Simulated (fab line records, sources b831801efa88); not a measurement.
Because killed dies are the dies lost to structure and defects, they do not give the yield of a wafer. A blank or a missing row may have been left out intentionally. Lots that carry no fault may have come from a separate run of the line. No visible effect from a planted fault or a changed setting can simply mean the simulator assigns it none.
Problem report, 8D (eight disciplines) form, completed by code + flow gf180mcu + the parts of the form that need people (team, actions taken, sign-off) are left out

## 1. THE PROBLEM
On 3 wafers of 1 lot, run_length_s at GF_STI_WET_ETCH_20 has a mean of 412 s; fault-free wafers read 428 s, standard deviation 3.9. That puts it -4.1 standard deviations away from the usual mean.
The step: etches SiO2 in dHF, target depth 20 nm, time 400 s.
First observed at day 3 03:18: wafer L486.4, on wet_bench-02. At this step, 39 wafers from 13 lots have a number in the record. The rule behind "out" and "out of limits": a value lying over 4 standard deviations away from the usual mean. The other wafers with a number count as sound.

## 2. WHAT IT IS, AND WHAT IT ISN'T
| question                    | is                     | is not                                                                                                   |
|-----------------------------|------------------------|----------------------------------------------------------------------------------------------------------|
| which readings at this step | run_length_s           | temp_c                                                                                                   |
| which lots                  | L486                   | L481, L482, L483, L484, L485, L492, L498, L500, L501, L502, L503, L504                                   |
| which wafers of those lots  | all that have a number | -                                                                                                        |
| read on which tools         | wet_bench-02           | wet_bench-01, wet_bench-03                                                                               |
| when                        | from day 3 03:18       | up to then (15 sound wafers); but 21 sound wafers of L492, L498, L500, L501, L502, L503, L504 came after |

## 3. SUSPECTS, AND WHAT RULES EACH OUT
Counting: a tool at any process step up to the reading remains a suspect when it ran all the lots that are out and ran no sound lot after the first of those.
- wet_bench-02 at GF_STI_WET_ETCH_20 (etches SiO2 in dHF, target depth 20 nm, time 400 s): ruled out as a lasting fault. Sound lots L500, L502, L503, L504 ran on it after its first lot that is out, L486 (day 3 03:18).
Left after counting: nothing in the record.

## 4. THE CAUSE (what the simulator had put in)
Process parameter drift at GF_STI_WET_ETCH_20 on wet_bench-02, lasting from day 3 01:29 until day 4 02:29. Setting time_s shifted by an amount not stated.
Counting ruled it out, wrongly.

## 5. THE EFFECT CHAIN, in route order
Each row: a reading where the mean over the struck wafers with a number is more than 3 standard deviations away from the usual. Only readings for which the record gives a usual standard deviation are gone through. hours: the time from each lot's start at the first step in this table that gives one to its start at this step, as a median over the lots. sigmas: the change in usual standard deviations.
| hours | step               | reading      | usual | on struck wafers | change | sigmas |
|-------|--------------------|--------------|-------|------------------|--------|--------|
| 0     | GF_STI_WET_ETCH_20 | run_length_s | 428 s | 412              | -16    | -4.1   |
It contains these process steps:
- GF_STI_WET_ETCH_20: etches SiO2 in dHF, target depth 20 nm, time 400 s.
Later steps that measure or inspect, where all struck wafers having a row at the step show a number for every such reading and not one has moved that far: GF_VT_IMPLANT_TW_MEAS_43, GF_POLY_GATE_THK_MEAS_01, GF_SAB_THK_MEAS_01.

## 6. HOW IT WOULD HAVE BEEN CAUGHT EARLIER
In this record the first reading out of limits was taken at day 3 03:18, 2 hours after the fault began at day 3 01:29.
